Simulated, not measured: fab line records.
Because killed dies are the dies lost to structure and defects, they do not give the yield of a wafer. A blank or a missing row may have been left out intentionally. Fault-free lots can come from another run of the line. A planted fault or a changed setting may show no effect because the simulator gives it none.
Code-filled problem report in 8D (eight disciplines) form | flow gf180mcu | the parts of the form that need people (team, actions taken, sign-off) are left out

## 1. THE ISSUE
Wafers without a fault read 140.0 W, standard deviation 0.42; bias_w at GF_M2_METAL_ETCH_16 reads a mean of 143.9 W on 6 wafers belonging to 2 lots. Measured from the usual mean, that is +9.3 standard deviations.
The step: etches the open film in Cl2/BCl3, stops on SiO2, target depth 627.5 nm, time 104.6 s.
Seen first at day 21 03:26 on rie_metal-01, wafer L679.1. The record holds 36 wafers of 12 lots with a number at this step. By rule, "out" or "out of limits" means more than 4 standard deviations away from the usual mean. All remaining wafers that have a number are taken as sound.

## 2. WHAT IT IS AND WHAT IT IS NOT
question                    | is                     | is not
which readings at this step | bias_w                 | drypump_motor_current_A, oes_product_au, throttle_valve_pct
which lots                  | L679, L683             | L675, L677, L687, L688, L691, L692, L694, L695, L696, L697
which wafers of those lots  | all that have a number | -
read on which tools         | rie_metal-01           | rie_metal-02, rie_metal-04
when                        | from day 21 03:26      | up to then (6 sound wafers); but 24 sound wafers of L687, L688, L691, L692, L694, L695, L696, L697 came after

## 3. SUSPECTS, AND WHAT RULES EACH OUT
Counting: a tool at any process step up to the reading remains a suspect when it ran all the lots that are out and ran no sound lot after the first of those.
- rie_metal-01 at GF_M2_METAL_ETCH_16 (etches the open film in Cl2/BCl3, stops on SiO2, target depth 627.5 nm, time 104.6 s): ruled out as a lasting fault. Following L679 (day 21 03:26), the first lot on it that is out, the sound lots L692, L694, L696, L697 were run on it.
Left after counting: nothing in the record.

## 4. THE CAUSE (what the simulator had put in)
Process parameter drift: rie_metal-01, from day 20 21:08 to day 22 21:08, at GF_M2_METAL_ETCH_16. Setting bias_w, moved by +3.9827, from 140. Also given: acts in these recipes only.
Counting ruled it out, wrongly.

## 5. THE EFFECT CHAIN, in route order
Rows list readings where the struck wafers' mean (over those with a number) sits beyond 3 standard deviations from the usual. Scope: only readings with a usual standard deviation given in the record; hours: median across lots of the time from each lot's start at the first step in this table that gives one to its start at this step; sigmas: change in usual standard deviations.
hours | step                | reading | usual   | on struck wafers | change | sigmas
0     | GF_M2_METAL_ETCH_16 | bias_w  | 140.0 W | 143.9            | +3.9   | +9.3
Its process steps:
- GF_M2_METAL_ETCH_16: etches the open film in Cl2/BCl3, stops on SiO2, target depth 627.5 nm, time 104.6 s.

## 6. HOW IT WOULD HAVE BEEN CAUGHT EARLIER
First out-of-limits reading in this record: day 21 03:26, which is 6 hours after fault onset at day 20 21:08.
